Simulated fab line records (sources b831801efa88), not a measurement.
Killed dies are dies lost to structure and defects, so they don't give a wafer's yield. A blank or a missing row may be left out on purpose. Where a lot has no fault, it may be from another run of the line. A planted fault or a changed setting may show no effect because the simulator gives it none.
fab line records | flow sky130
record lots=13 wafers=39 lastDay=50
route steps=708 shown VT_ADJUST_LVTN@104 LDD_HVN@271 SPACER@305 SD_N@350
lots that met no fault: from a run of the same line without faults
startH: hours from the record's opening day to when the first of the lot's shown wafers began | waitH: hours since the lot's step before | " the same as in the row above | L1.1+2: a single row standing in for several wafers | - either no value or no given start | * or withheld: withheld | < > ~ a bound
route shown NAME@n: names a module that has steps shown in the file, with the first one's number in the route | usual: average and standard deviation across the fault-free wafers | same: alike in all rows | chamber/n: place in a boat | sites: the reading at each site | _std_site: standard deviation across them | _edge_site: the outer-site mean with the inner-site mean subtracted | radiusMm: how far each site lies from the wafer's centre | mask NAME#n: copy n | behind: the tool/chamber that last shaped the wafer | hold: reason for holding the lot/hours on hold/outcome of the hold | device: names the non-switching transistor (n, p or np) | end of line: tests run on the same wafers once the route is complete | for a step that has no rows: nothing shown but its recipe | killed: not the wafer's yield, but the dies lost to structure and defects at the first sort | map: a wafer's dies, marking killed ones x, the rest . and places with no die _
set.NAME: the setting the step ran with; set.NAME@STEP: the setting that earlier step ran with | model.NAME: the simulator's own value behind a step, which no gauge read
steps of the route over a sample of lots; a table a step, a row a wafer
services: a tool's chamber out of use, with start hour (startH, from the record's first day; less than 0 if before it), hours out, and reason
## steps
# step SKY_VT_ADJUST_LVTN_OVL_MEAS_07
# usual VT_ADJUST_LVTN_OVL=-0.9/1.6
# columns lot.wafer tool chamber startH waitH VT_ADJUST_LVTN_OVL[nm]
L640.2 overlay-01 - 137.39 - 0.3
L640.3 " - " " 0.6
L640.4 " - " " -0.5
L642.2 overlay-02 - 153.62 - -0.8
L642.4 " - " " -1.6
L642.6 " - " " -1.6
L643.1 overlay-02 - 161.46 - -3.1
L643.3 " - " " -2.0
L643.5 " - " " -3.1
L644.2 overlay-01 - 165.09 - -0.4
L644.4 " - " " 0.5
L644.5 " - " " -2.1
L645.1 overlay-02 - 183.86 - -0.4
L645.3 " - " " 0.8
L645.4 " - " " -2.1
L647.1 overlay-02 - 190.76 - -1.4
L647.2 " - " " -1.1
L647.4 " - " " -2.0
L648.2 overlay-01 - 196.09 - -1.4
L648.4 " - " " -2.9
L648.6 " - " " -1.3
L649.3 overlay-01 - 202.27 - -3.1
L649.4 " - " " -3.4
L649.5 " - " " -4.4
L650.3 overlay-01 - 205.82 - -1.9
L650.4 " - " " -1.5
L650.5 " - " " -0.6
L654.1 overlay-01 - 230.76 - -2.7
L654.3 " - " " -2.9
L654.4 " - " " -1.7
L661.1 overlay-02 - 277.91 - -1.6
L661.4 " - " " 0.0
L661.5 " - " " -1.4
L662.1 overlay-01 - 282.41 - -0.9
L662.3 " - " " 0.1
L662.4 " - " " -1.0
L663.2 overlay-01 - 290.57 - -2.5
L663.3 " - " " -1.9
L663.6 " - " " -3.9
# step SKY_LDD_HVN_EXPOSE_04
# recipe maskId=HVNTM na=0.6 sourceShape=conventional sigmaOuter=0.6 polarization=unpolarized targetCdNm=700 doseMj=127
# columns lot.wafer tool chamber startH waitH mask
L640.2+3+4 ilineStepper-02 0 441.88 - HVNTM#0
L642.2+4+6 ilineStepper-02 0 463.21 - HVNTM#0
L643.1+3+5 ilineStepper-01 0 478.24 - HVNTM#0
L644.2+4+5 ilineStepper-02 0 481.82 - HVNTM#0
L645.1+3+4 ilineStepper-01 0 507.71 - HVNTM#0
L647.1+2+4 ilineStepper-02 0 517.09 - HVNTM#0
L648.2+4+6 ilineStepper-01 0 522.91 - HVNTM#0
L649.3+4+5 ilineStepper-02 0 534.55 - HVNTM#0
L650.3+4+5 ilineStepper-01 0 543.75 - HVNTM#0
L654.1+3+4 ilineStepper-02 0 576.08 - HVNTM_R1#0
L661.1+4+5 ilineStepper-01 0 631.69 - HVNTM#0
L662.1+3+4 ilineStepper-02 0 635.83 - HVNTM#0
L663.2+3+6 ilineStepper-02 0 643.13 - HVNTM#0
# step SKY_SPACER_THK_MEAS_01
# recipe reads=Si3N4_of_SPACER_CVD_00
# usual SPACER_CVD_00_THK=43.1/0.44
# columns lot.wafer tool chamber startH waitH SPACER_CVD_00_THK[nm]
L640.2 filmMetro-04 - 520.87 0.0 42.5
L640.3 " - " " 42.6
L640.4 " - " " 42.7
L642.2 filmMetro-04 - 542.65 0.0 43.6
L642.4 " - " " 43.5
L642.6 " - " " 43.3
L643.1 filmMetro-04 - 557.16 0.0 42.6
L643.3 " - " " 43.1
L643.5 " - " " 42.5
L644.2 filmMetro-01 - 561.77 0.0 43.1
L644.4 " - " " 42.9
L644.5 " - " " 43.1
L645.1 filmMetro-03 - 586.87 0.0 43.2
L645.3 " - " " 43.4
L645.4 " - " " 43.0
L647.1 filmMetro-03 - 596.00 0.0 42.7
L647.2 " - " " 42.8
L647.4 " - " " 42.1
L648.2 filmMetro-04 - 600.18 0.0 44.0
L648.4 " - " " 43.7
L648.6 " - " " 43.7
L649.3 filmMetro-04 - 610.98 0.0 42.3
L649.4 " - " " 42.3
L649.5 " - " " 42.2
L650.3 filmMetro-03 - 618.43 0.0 43.2
L650.4 " - " " 43.1
L650.5 " - " " 42.8
L654.1 filmMetro-04 - 652.11 0.0 42.9
L654.3 " - " " 42.6
L654.4 " - " " 42.8
L661.1 filmMetro-01 - 707.05 0.0 43.2
L661.4 " - " " 43.2
L661.5 " - " " 43.4
L662.1 filmMetro-03 - 709.30 0.0 43.1
L662.3 " - " " 43.2
L662.4 " - " " 43.3
L663.2 filmMetro-03 - 715.83 0.0 42.9
L663.3 " - " " 42.9
L663.6 " - " " 42.9
# step SKY_SD_N_OVL_MEAS_08
# usual SD_N_OVL=-0.1/1.6
# columns lot.wafer tool chamber startH waitH SD_N_OVL[nm]
L640.2 overlay-01 - 638.84 0.1 -1.1
L640.3 " - " " 0.5
L640.4 " - " " 1.6
L642.2 overlay-02 - 658.34 0.1 -1.7
L642.4 " - " " 0.7
L642.6 " - " " 0.1
L643.1 overlay-02 - 674.23 0.1 -1.8
L643.3 " - " " -1.4
L643.5 " - " " -1.0
L644.2 overlay-02 - 678.54 0.1 4.0
L644.4 " - " " 1.1
L644.5 " - " " 1.6
L645.1 overlay-01 - 702.53 0.1 -3.2
L645.3 " - " " -1.2
L645.4 " - " " -3.1
L647.1 overlay-02 - 709.93 0.1 0.3
L647.2 " - " " -1.1
L647.4 " - " " 0.3
L648.2 overlay-02 - 715.78 0.1 -1.2
L648.4 " - " " -3.0
L648.6 " - " " -1.1
L649.3 overlay-02 - 725.84 0.1 0.6
L649.4 " - " " -0.4
L649.5 " - " " -0.6
L650.3 overlay-01 - 732.39 0.1 -0.4
L650.4 " - " " 1.6
L650.5 " - " " 1.3
L654.1 overlay-01 - 763.93 0.1 -1.2
L654.3 " - " " -0.2
L654.4 " - " " -2.7
L661.1 overlay-01 - 815.48 0.1 0.2
L661.4 " - " " 0.8
L661.5 " - " " 0.3
L662.1 overlay-02 - 818.73 0.1 0.3
L662.3 " - " " 0.9
L662.4 " - " " 0.5
L663.2 overlay-01 - 823.69 0.1 1.7
L663.3 " - " " 1.0
L663.6 " - " " 1.1
## services
# columns tool chamber startH hours kind
ilineStepper-02 0 521.95 - calibration
ilineStepper-01 - 527.72 1.7 pm
ilineStepper-02 - 529.39 1.7 pm
ilineStepper-01 0 604.24 - calibration
## key
firstSign step=SKY_LDD_HVN_EXPOSE_04 reading=mask direction=changed
effect none on later readings
metAt SKY_LDD_HVN_EXPOSE_04
struckLots L654
sortLeftOut L654.1,L654.3,L654.4
testerLeftOut L654
notActingAt SKY_VT_ADJUST_LVTN_OVL_MEAS_07,SKY_SPACER_THK_MEAS_01,SKY_SD_N_OVL_MEAS_08
onsetBetween 534.55 576.08
fault kind=wrongMask tool=any chamber=- onsetH=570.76 steps=SKY_LDD_HVN_EXPOSE_04 auxCopy=HVNTM_R1#0 cdOffsetNm=105 scope=struckLotsOnly
# testerLeftOut: of these lots the tester's yield and bins aren't shown, on N5 and GAA mostly nor the transistor test; their killed dies are dies lost to structure and defects alone, not to doping, threshold or leakage, so they don't give the yield
# sortLeftOut: the simulated sort isn't trusted on such a fault, so these wafers' sort isn't shown, and their yield isn't known
